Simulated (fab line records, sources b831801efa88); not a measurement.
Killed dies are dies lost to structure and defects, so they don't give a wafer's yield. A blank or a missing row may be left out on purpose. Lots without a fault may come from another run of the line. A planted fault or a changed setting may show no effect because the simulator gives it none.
fab line records | flow sky130 | part 1 of 2: steps 1 to 31 of 42
record lots=5 wafers=15 last_day=50
route steps=708 shown VT_ADJUST_HVTR@131 VT_ADJUST_PCH@143 SONOS_TUNNEL@154 SONOS_ONO@168
lots that met no fault: from a run of the same line without faults
start_h: hours from the record's first day to the start of the lot's first wafer shown | wait_h: hours since the lot's step before | " the same as in the row above | L1.1+2: a row that stands for several wafers | - no value, or no start given | * or withheld: withheld | < > ~ a bound
route shown NAME@n: a module of which the file shows steps, and the number in the route of the first | usual: mean/standard deviation of fault-free wafers | same: alike in all rows | chamber/n: place in a boat | sites: the reading at each site | _std_site: their standard deviation | _edge_site: outer sites' mean less inner sites' | radius_mm: how far each site lies from the wafer's centre | mask NAME#n: copy n | behind: the tool/chamber that last shaped the wafer | hold: why the lot was held/for how many hours/how that ended | device: the transistor (n, p or np) that didn't switch | end of line: the same wafers' tests at the end of the route | a step without rows: its recipe alone | killed: dies lost to structure and defects at the first sort, not the wafer's yield | map: a wafer's dies, x killed, . not, _ none there
set.NAME: the setting as run; set.NAME@STEP: as run at that earlier step | model.NAME: the simulator's own value behind a step, which no gauge read
lots at some steps of the route; a table a step, a row a wafer
services: from which hour (start_h, from the record's first day; less than 0 if before it) a tool's chamber was out of use, for how many hours, and why
## steps
# step SKY_VT_ADJUST_HVTR_DEHYDRATE_00
# recipe temp_c=200 time_s=60
# columns lot.wafer tool chamber start_h wait_h
L080.1+2+6 litho_track-02 0 236.14 10.7
L081.4+5+6 litho_track-03 0 244.70 11.1
L090.1+4+6 litho_track-02 0 304.73 11.5
L093.1+5+6 litho_track-04 0 331.53 12.7
L097.2+5+6 litho_track-02 0 356.96 12.3
# step SKY_VT_ADJUST_HVTR_HMDS_01
# recipe prime_time_s=60 prime_temp_c=120
# usual prime_temp_c=120.00/0.12
# columns lot.wafer tool chamber start_h wait_h prime_temp_c
L080.1 litho_track-02 0 236.29 0.1 119.92
L080.2 " 0 " " 119.82
L080.6 " 0 " " 120.00
L081.4 litho_track-03 0 244.85 0.1 119.96
L081.5 " 0 " " 120.01
L081.6 " 0 " " 120.10
L090.1 litho_track-02 0 304.88 0.1 120.23
L090.4 " 0 " " 120.37
L090.6 " 0 " " 120.12
L093.1 litho_track-04 0 331.68 0.1 119.75
L093.5 " 0 " " 119.90
L093.6 " 0 " " 120.04
L097.2 litho_track-02 0 357.11 0.1 119.92
L097.5 " 0 " " 120.01
L097.6 " 0 " " 119.82
# step SKY_VT_ADJUST_HVTR_COAT_02
# recipe resist=NOVOLAK spin_rpm=3000 resist_thk_nm=1140
# columns lot.wafer tool chamber start_h wait_h
L080.1+2+6 litho_track-02 0 236.44 0.1
L081.4+5+6 litho_track-03 0 245.00 0.1
L090.1+4+6 litho_track-02 0 305.03 0.1
L093.1+5+6 litho_track-04 0 331.83 0.1
L097.2+5+6 litho_track-02 0 357.26 0.1
# step SKY_VT_ADJUST_HVTR_SOFTBAKE_03
# recipe temp_c=90 time_s=60 resist=NOVOLAK
# columns lot.wafer tool chamber start_h wait_h
L080.1+2+6 litho_track-02 0 236.59 0.1
L081.4+5+6 litho_track-03 0 245.15 0.1
L090.1+4+6 litho_track-02 0 305.18 0.1
L093.1+5+6 litho_track-04 0 331.98 0.1
L097.2+5+6 litho_track-02 0 357.41 0.1
# step SKY_VT_ADJUST_HVTR_EXPOSE_04
# recipe mask_id=HVTRM target_cd_nm=380 na=0.6 source_shape=conventional sigma_outer=0.6 dose_mj=150
# usual stage_vel_mm_s=499.96/0.27
# same sigma_outer=0.6
# columns lot.wafer tool chamber start_h wait_h mask stage_vel_mm_s
L080.1 iline_stepper-02 0 - - HVTRM#0 500.33
L080.2 " 0 " " HVTRM#0 499.65
L080.6 " 0 " " HVTRM#0 500.23
L081.4 iline_stepper-01 0 - - HVTRM#0 500.28
L081.5 " 0 " " HVTRM#0 500.26
L081.6 " 0 " " HVTRM#0 500.01
L090.1 iline_stepper-02 0 - - HVTRM#0 500.40
L090.4 " 0 " " HVTRM#0 500.38
L090.6 " 0 " " HVTRM#0 499.92
L093.1 iline_stepper-02 0 - - HVTRM#0 500.14
L093.5 " 0 " " HVTRM#0 500.25
L093.6 " 0 " " HVTRM#0 499.86
L097.2 iline_stepper-02 0 - - HVTRM#0 500.13
L097.5 " 0 " " HVTRM#0 499.88
L097.6 " 0 " " HVTRM#0 499.90
# step SKY_VT_ADJUST_HVTR_PEB_05
# recipe temp_c=withheld time_s=* resist=NOVOLAK
# columns lot.wafer tool chamber start_h wait_h
L080.1+2+6 litho_track-04 0 - -
L081.4+5+6 litho_track-03 0 - -
L090.1+4+6 litho_track-03 0 - -
L093.1+5+6 litho_track-04 0 - -
L097.2+5+6 litho_track-04 0 - -
# step SKY_VT_ADJUST_HVTR_DEVELOP_06
# recipe develop_time_s=60 dev_temp_c=23
# same develop_time_s=60
# columns lot.wafer tool chamber start_h wait_h
L080.1+2+6 litho_track-04 0 248.13 0.1
L081.4+5+6 litho_track-03 0 256.40 0.1
L090.1+4+6 litho_track-03 0 318.02 0.1
L093.1+5+6 litho_track-04 0 345.08 0.1
L097.2+5+6 litho_track-04 0 371.50 0.1
# step SKY_VT_ADJUST_HVTR_CD_MEAS_07
# recipe target_cd_nm=380
# usual cd_nm=379.9/2.7
# columns lot.wafer tool chamber start_h wait_h cd_nm
L080.1 cd_sem-01 - 248.28 0.1 377.8
L080.2 " - " " 381.7
L080.6 " - " " 380.9
L081.4 cd_sem-02 - 256.53 0.1 378.0
L081.5 " - " " 377.4
L081.6 " - " " 377.7
L090.1 cd_sem-02 - 318.17 0.1 381.8
L090.4 " - " " 380.4
L090.6 " - " " 381.6
L093.1 cd_sem-02 - 345.23 0.1 380.3
L093.5 " - " " 382.2
L093.6 " - " " 379.5
L097.2 cd_sem-01 - 371.65 0.1 380.9
L097.5 " - " " 379.8
L097.6 " - " " 379.1
# step SKY_VT_ADJUST_HVTR_OVL_MEAS_08
# usual VT_ADJUST_HVTR_OVL=0.7/1.7
# columns lot.wafer tool chamber start_h wait_h VT_ADJUST_HVTR_OVL[nm]
L080.1 overlay-01 - 248.40 0.1 0.6
L080.2 " - " " 0.8
L080.6 " - " " 1.9
L081.4 overlay-02 - 256.61 0.1 -2.7
L081.5 " - " " -1.3
L081.6 " - " " -1.9
L090.1 overlay-02 - 318.29 0.1 0.3
L090.4 " - " " 1.1
L090.6 " - " " 1.0
L093.1 overlay-02 - 345.35 0.1 -1.5
L093.5 " - " " -0.6
L093.6 " - " " 0.4
L097.2 overlay-01 - 371.75 0.1 3.3
L097.5 " - " " 2.8
L097.6 " - " " 2.6
# step SKY_VT_ADJUST_HVTR_IMPLANT_09
# recipe species=B energy_kev=10 dose_cm2=2.1e+12 tilt_deg=withheld
# usual beam_energy_keV=9.9996/0.003
# columns lot.wafer tool chamber start_h wait_h beam_energy_keV
L080.1 implanter-01 0 248.43 0.0 9.9990
L080.2 " 0 " " 10.001
L080.6 " 0 " " 10.002
L081.4 implanter-02 0 256.70 0.1 10.002
L081.5 " 0 " " 10.000
L081.6 " 0 " " 9.9979
L090.1 implanter-03 0 318.33 0.0 9.9948
L090.4 " 0 " " 9.9954
L090.6 " 0 " " 9.9977
L093.1 implanter-03 0 345.38 0.0 10.003
L093.5 " 0 " " 10.001
L093.6 " 0 " " 10.001
L097.2 implanter-01 0 371.81 0.0 9.9968
L097.5 " 0 " " 10.000
L097.6 " 0 " " 9.9985
# step SKY_VT_ADJUST_HVTR_STRIP_10
# recipe chemistry=O2/N2 power_w=1400 pressure_mtorr=1500 platen_temp_c=withheld o2_flow_sccm=3000 n2_flow_sccm=300 overash_fraction=0.5
# usual drypump_motor_current_A=5.8/0.36 oes_product_au=0.716/0.0041 strip_time_to_endpoint_s=14.17/0.038
# columns lot.wafer tool chamber start_h wait_h drypump_motor_current_A oes_product_au rf_hours_counter_h strip_time_to_endpoint_s
L080.1 plasma_asher-04 1 248.58 0.1 5.8 0.720 58 14.15
L080.2 " 0 " " 5.4 0.719 58 14.19
L080.6 " 0 " " 5.4 0.720 - 14.17
L081.4 plasma_asher-04 0 256.81 0.1 5.4 0.711 - 14.10
L081.5 " 0 " " 5.4 0.716 - 14.12
L081.6 " 1 " " 5.8 0.709 - 14.14
L090.1 plasma_asher-02 1 318.48 0.1 5.8 0.708 48 14.21
L090.4 " 0 " " 6.4 0.715 - 14.19
L090.6 " 0 " " 6.4 0.714 - 14.20
L093.1 plasma_asher-04 1 345.53 0.1 5.8 0.719 68 14.20
L093.5 " 1 " " 5.8 0.709 - 14.13
L093.6 " 0 " " 5.5 0.718 - 14.18
L097.2 plasma_asher-04 1 371.93 0.1 5.8 0.718 70 14.15
L097.5 " 0 " " 5.4 0.723 - 14.18
L097.6 " 1 " " 5.8 0.711 - 14.15
# step SKY_VT_ADJUST_HVTR_TW_MEAS_11
# usual VT_ADJUST_HVTR_TW=210.9/1
# columns lot.wafer tool chamber start_h wait_h VT_ADJUST_HVTR_TW
L080.1 film_metro-01 - 248.68 0.1 210.4
L080.2 " - " " 210.8
L080.6 " - " " 211.1
L081.4 film_metro-03 - 256.91 0.1 209.5
L081.5 " - " " 209.7
L081.6 " - " " 210.0
L090.1 film_metro-01 - 318.58 0.1 210.5
L090.4 " - " " 211.3
L090.6 " - " " 211.7
L093.1 film_metro-01 - 345.63 0.1 211.3
L093.5 " - " " 211.0
L093.6 " - " " 210.9
L097.2 film_metro-03 - 372.04 0.1 208.8
L097.5 " - " " 208.7
L097.6 " - " " 208.6
# step SKY_VT_ADJUST_PCH_DEHYDRATE_00
# recipe temp_c=200 time_s=60
# columns lot.wafer tool chamber start_h wait_h
L080.1+2+6 litho_track-03 0 259.82 11.1
L081.4+5+6 litho_track-01 0 268.24 11.3
L090.1+4+6 litho_track-01 0 331.17 12.6
L093.1+5+6 litho_track-03 0 358.57 12.9
L097.2+5+6 litho_track-04 0 385.75 13.7
# step SKY_VT_ADJUST_PCH_HMDS_01
# recipe prime_time_s=60 prime_temp_c=120
# usual prime_temp_c=119.98/0.14
# columns lot.wafer tool chamber start_h wait_h prime_temp_c
L080.1 litho_track-03 0 259.97 0.1 119.94
L080.2 " 0 " " 119.94
L080.6 " 0 " " 119.91
L081.4 litho_track-01 0 268.39 0.1 120.05
L081.5 " 0 " " 119.97
L081.6 " 0 " " 120.22
L090.1 litho_track-01 0 331.32 0.1 120.02
L090.4 " 0 " " 119.99
L090.6 " 0 " " 119.85
L093.1 litho_track-03 0 358.72 0.1 119.63
L093.5 " 0 " " 119.94
L093.6 " 0 " " 119.79
L097.2 litho_track-04 0 385.90 0.1 119.99
L097.5 " 0 " " 120.02
L097.6 " 0 " " 119.88
# step SKY_VT_ADJUST_PCH_COAT_02
# recipe spin_rpm=2000 resist_thk_nm=3000
# columns lot.wafer tool chamber start_h wait_h
L080.1+2+6 litho_track-03 0 260.12 0.1
L081.4+5+6 litho_track-01 0 268.54 0.1
L090.1+4+6 litho_track-01 0 331.47 0.1
L093.1+5+6 litho_track-03 0 358.87 0.1
L097.2+5+6 litho_track-04 0 386.05 0.1
# step SKY_VT_ADJUST_PCH_SOFTBAKE_03
# recipe temp_c=110 time_s=withheld
# columns lot.wafer tool chamber start_h wait_h
L080.1+2+6 litho_track-03 0 260.27 0.1
L081.4+5+6 litho_track-01 0 268.72 0.1
L090.1+4+6 litho_track-01 0 331.62 0.1
L093.1+5+6 litho_track-03 0 359.02 0.1
L097.2+5+6 litho_track-04 0 386.21 0.1
# step SKY_VT_ADJUST_PCH_EXPOSE_04
# recipe mask_id=NWM na=0.6 source_shape=conventional sigma_outer=0.6 polarization=unpolarized target_cd_nm=840 dose_mj=255
# usual stage_vel_mm_s=499.97/0.25
# same sigma_outer=0.6
# columns lot.wafer tool chamber start_h wait_h mask stage_vel_mm_s
L080.1 iline_stepper-01 0 - - NWM#0 499.76
L080.2 " 0 " " NWM#0 499.76
L080.6 " 0 " " NWM#0 500.18
L081.4 iline_stepper-02 0 - - NWM#0 499.50
L081.5 " 0 " " NWM#0 500.05
L081.6 " 0 " " NWM#0 499.75
L090.1 iline_stepper-01 0 - - NWM#0 499.90
L090.4 " 0 " " NWM#0 499.84
L090.6 " 0 " " NWM#0 500.12
L093.1 iline_stepper-01 0 - - NWM#0 499.85
L093.5 " 0 " " NWM#0 500.12
L093.6 " 0 " " NWM#0 500.45
L097.2 iline_stepper-02 0 - - NWM#0 499.52
L097.5 " 0 " " NWM#0 499.91
L097.6 " 0 " " NWM#0 500.06
# step SKY_VT_ADJUST_PCH_PEB_05
# recipe temp_c=115 time_s=withheld
# columns lot.wafer tool chamber start_h wait_h
L080.1+2+6 litho_track-01 0 - -
L081.4+5+6 litho_track-04 0 - -
L090.1+4+6 litho_track-04 0 - -
L093.1+5+6 litho_track-03 0 - -
L097.2+5+6 litho_track-03 0 - -
# step SKY_VT_ADJUST_PCH_DEVELOP_06
# recipe wall_angle_deg=90 developer=TMAH develop_time_s=60 dev_temp_c=22.23
# same develop_time_s=60
# columns lot.wafer tool chamber start_h wait_h
L080.1+2+6 litho_track-01 0 - -
L081.4+5+6 litho_track-04 0 - -
L090.1+4+6 litho_track-04 0 - -
L093.1+5+6 litho_track-03 0 - -
L097.2+5+6 litho_track-03 0 - -
# step SKY_VT_ADJUST_PCH_OVL_MEAS_07
# usual VT_ADJUST_PCH_OVL=-0.3/1.5
# columns lot.wafer tool chamber start_h wait_h VT_ADJUST_PCH_OVL[nm]
L080.1 overlay-01 - 273.07 - -2.7
L080.2 " - " " -1.3
L080.6 " - " " -1.4
L081.4 overlay-01 - 280.35 - -0.8
L081.5 " - " " -2.1
L081.6 " - " " -2.3
L090.1 overlay-02 - 344.93 - -2.6
L090.4 " - " " -2.4
L090.6 " - " " -2.1
L093.1 overlay-02 - 373.17 - 1.0
L093.5 " - " " 1.1
L093.6 " - " " 1.5
L097.2 overlay-01 - 400.83 - 0.2
L097.5 " - " " -0.4
L097.6 " - " " -1.0
# step SKY_VT_ADJUST_PCH_IMPLANT_08
# recipe species=B energy_kev=10 dose_cm2=5e+11 tilt_deg=withheld
# usual beam_energy_keV=10.000/0.0029
# columns lot.wafer tool chamber start_h wait_h beam_energy_keV
L080.1 implanter-01 0 273.10 0.0 10.002
L080.2 " 0 " " 10.005
L080.6 " 0 " " 10.001
L081.4 implanter-01 0 280.44 0.1 10.002
L081.5 " 0 " " 10.001
L081.6 " 0 " " 9.9979
L090.1 implanter-02 0 344.96 0.0 10.007
L090.4 " 0 " " 10.004
L090.6 " 0 " " 9.9960
L093.1 implanter-01 0 373.21 0.0 10.001
L093.5 " 0 " " 9.9997
L093.6 " 0 " " 10.005
L097.2 implanter-01 0 400.88 0.0 9.9973
L097.5 " 0 " " 10.002
L097.6 " 0 " " 9.9993
# step SKY_VT_ADJUST_PCH_STRIP_09
# recipe chemistry=O2/N2 power_w=1400 pressure_mtorr=1500 platen_temp_c=withheld o2_flow_sccm=3000 n2_flow_sccm=300 overash_fraction=0.5
# usual drypump_motor_current_A=5.6/0.36 oes_product_au=0.723/0.0049 strip_time_to_endpoint_s=36.92/0.079
# columns lot.wafer tool chamber start_h wait_h drypump_motor_current_A oes_product_au rf_hours_counter_h strip_time_to_endpoint_s
L080.1 plasma_asher-04 1 273.25 0.1 5.8 0.732 60 36.87
L080.2 " 0 " " 5.5 0.722 60 36.81
L080.6 " 0 " " 5.4 0.729 - 36.79
L081.4 plasma_asher-04 1 280.55 0.1 5.8 0.720 - 37.08
L081.5 " 1 " " 5.8 0.728 - 37.05
L081.6 " 0 " " 5.4 0.729 - 36.94
L090.1 plasma_asher-03 0 345.11 0.1 6.3 0.719 65 36.88
L090.4 " 1 " " 5.4 0.724 - 36.80
L090.6 " 1 " " 5.4 0.726 - 36.81
L093.1 plasma_asher-01 0 373.36 0.1 5.1 0.729 26 36.85
L093.5 " 1 " " 5.6 0.724 - 36.92
L093.6 " 0 " " 5.1 0.715 - 36.88
L097.2 plasma_asher-04 0 401.01 0.1 5.5 0.726 73 36.94
L097.5 " 1 " " 5.7 0.722 - 36.89
L097.6 " 0 " " 5.4 0.728 - 36.88
# step SKY_VT_ADJUST_PCH_TW_MEAS_10
# usual VT_ADJUST_PCH_TW=142.3/0.73
# columns lot.wafer tool chamber start_h wait_h VT_ADJUST_PCH_TW
L080.1 film_metro-03 - 273.35 0.1 142.7
L080.2 " - " " 142.6
L080.6 " - " " 142.9
L081.4 film_metro-03 - 280.64 0.1 143.0
L081.5 " - " " 143.4
L081.6 " - " " 143.8
L090.1 film_metro-01 - 345.21 0.1 143.6
L090.4 " - " " 143.2
L090.6 " - " " 143.4
L093.1 film_metro-04 - 373.46 0.1 141.8
L093.5 " - " " 142.6
L093.6 " - " " 142.2
L097.2 film_metro-04 - 401.12 0.1 142.6
L097.5 " - " " 142.3
L097.6 " - " " 142.3
# step SKY_SONOS_TUNNEL_DEHYDRATE_00
# recipe temp_c=200 time_s=60
# columns lot.wafer tool chamber start_h wait_h
L080.1+2+6 litho_track-02 0 285.53 12.2
L081.4+5+6 litho_track-03 0 292.40 11.7
L090.1+4+6 litho_track-01 0 358.17 12.9
L093.1+5+6 litho_track-03 0 386.87 13.4
L097.2+5+6 litho_track-02 0 415.51 14.4
# step SKY_SONOS_TUNNEL_HMDS_01
# recipe prime_time_s=60 prime_temp_c=120
# usual prime_temp_c=119.97/0.13
# columns lot.wafer tool chamber start_h wait_h prime_temp_c
L080.1 litho_track-02 0 285.68 0.1 120.11
L080.2 " 0 " " 120.02
L080.6 " 0 " " 120.27
L081.4 litho_track-03 0 292.55 0.1 119.86
L081.5 " 0 " " 119.76
L081.6 " 0 " " 120.12
L090.1 litho_track-01 0 358.32 0.1 120.03
L090.4 " 0 " " 119.84
L090.6 " 0 " " 119.90
L093.1 litho_track-03 0 387.02 0.1 119.70
L093.5 " 0 " " 119.85
L093.6 " 0 " " 119.98
L097.2 litho_track-02 0 415.66 0.1 120.12
L097.5 " 0 " " 120.10
L097.6 " 0 " " 119.90
# step SKY_SONOS_TUNNEL_COAT_02
# recipe resist=NOVOLAK spin_rpm=3000 resist_thk_nm=1140
# columns lot.wafer tool chamber start_h wait_h
L080.1+2+6 litho_track-02 0 285.83 0.1
L081.4+5+6 litho_track-03 0 292.70 0.1
L090.1+4+6 litho_track-01 0 358.47 0.1
L093.1+5+6 litho_track-03 0 387.17 0.1
L097.2+5+6 litho_track-02 0 415.81 0.1
# step SKY_SONOS_TUNNEL_SOFTBAKE_03
# recipe temp_c=90 time_s=60 resist=NOVOLAK
# columns lot.wafer tool chamber start_h wait_h
L080.1+2+6 litho_track-02 0 285.98 0.1
L081.4+5+6 litho_track-03 0 292.85 0.1
L090.1+4+6 litho_track-01 0 358.62 0.1
L093.1+5+6 litho_track-03 0 387.32 0.1
L097.2+5+6 litho_track-02 0 415.96 0.1
# step SKY_SONOS_TUNNEL_EXPOSE_04
# recipe mask_id=TUNM na=0.6 source_shape=conventional sigma_outer=0.6 polarization=unpolarized target_cd_nm=410 dose_mj=136
# usual stage_vel_mm_s=500.03/0.24
# same sigma_outer=0.6
# columns lot.wafer tool chamber start_h wait_h mask stage_vel_mm_s
L080.1 iline_stepper-02 0 - - TUNM#0 500.06
L080.2 " 0 " " TUNM#0 500.41
L080.6 " 0 " " TUNM#0 500.18
L081.4 iline_stepper-02 0 - - TUNM#0 499.93
L081.5 " 0 " " TUNM#0 499.99
L081.6 " 0 " " TUNM#0 499.81
L090.1 iline_stepper-01 0 - - TUNM#0 499.84
L090.4 " 0 " " TUNM#0 500.05
L090.6 " 0 " " TUNM#0 499.98
L093.1 iline_stepper-02 0 - - TUNM#0 500.27
L093.5 " 0 " " TUNM#0 500.03
L093.6 " 0 " " TUNM#0 500.24
L097.2 iline_stepper-01 0 - - TUNM#0 499.93
L097.5 " 0 " " TUNM#0 499.82
L097.6 " 0 " " TUNM#0 499.92
# step SKY_SONOS_TUNNEL_PEB_05
# recipe temp_c=withheld time_s=* resist=NOVOLAK
# columns lot.wafer tool chamber start_h wait_h
L080.1+2+6 litho_track-01 0 - -
L081.4+5+6 litho_track-01 0 - -
L090.1+4+6 litho_track-02 0 - -
L093.1+5+6 litho_track-01 0 - -
L097.2+5+6 litho_track-01 0 - -
# step SKY_SONOS_TUNNEL_DEVELOP_06
# recipe resist=NOVOLAK developer=TMAH develop_time_s=60 dev_temp_c=23
# same develop_time_s=60
# columns lot.wafer tool chamber start_h wait_h
L080.1+2+6 litho_track-01 0 298.07 0.1
L081.4+5+6 litho_track-01 0 304.64 0.1
L090.1+4+6 litho_track-02 0 372.48 0.1
L093.1+5+6 litho_track-01 0 401.97 0.1
L097.2+5+6 litho_track-01 0 431.59 0.1
# step SKY_SONOS_TUNNEL_CD_MEAS_07
# recipe target_cd_nm=410
# usual cd_nm=409.6/2.5
# columns lot.wafer tool chamber start_h wait_h cd_nm
L080.1 cd_sem-02 - 298.22 0.1 414.9
L080.2 " - " " 412.7
L080.6 " - " " 412.0
L081.4 cd_sem-02 - 304.78 0.1 409.4
L081.5 " - " " 411.3
L081.6 " - " " 410.9
L090.1 cd_sem-01 - 372.63 0.1 409.0
L090.4 " - " " 407.2
L090.6 " - " " 410.6
L093.1 cd_sem-01 - 402.12 0.1 409.8
L093.5 " - " " 406.4
L093.6 " - " " 407.9
L097.2 cd_sem-02 - 431.74 0.1 406.6
L097.5 " - " " 408.5
L097.6 " - " " 407.8
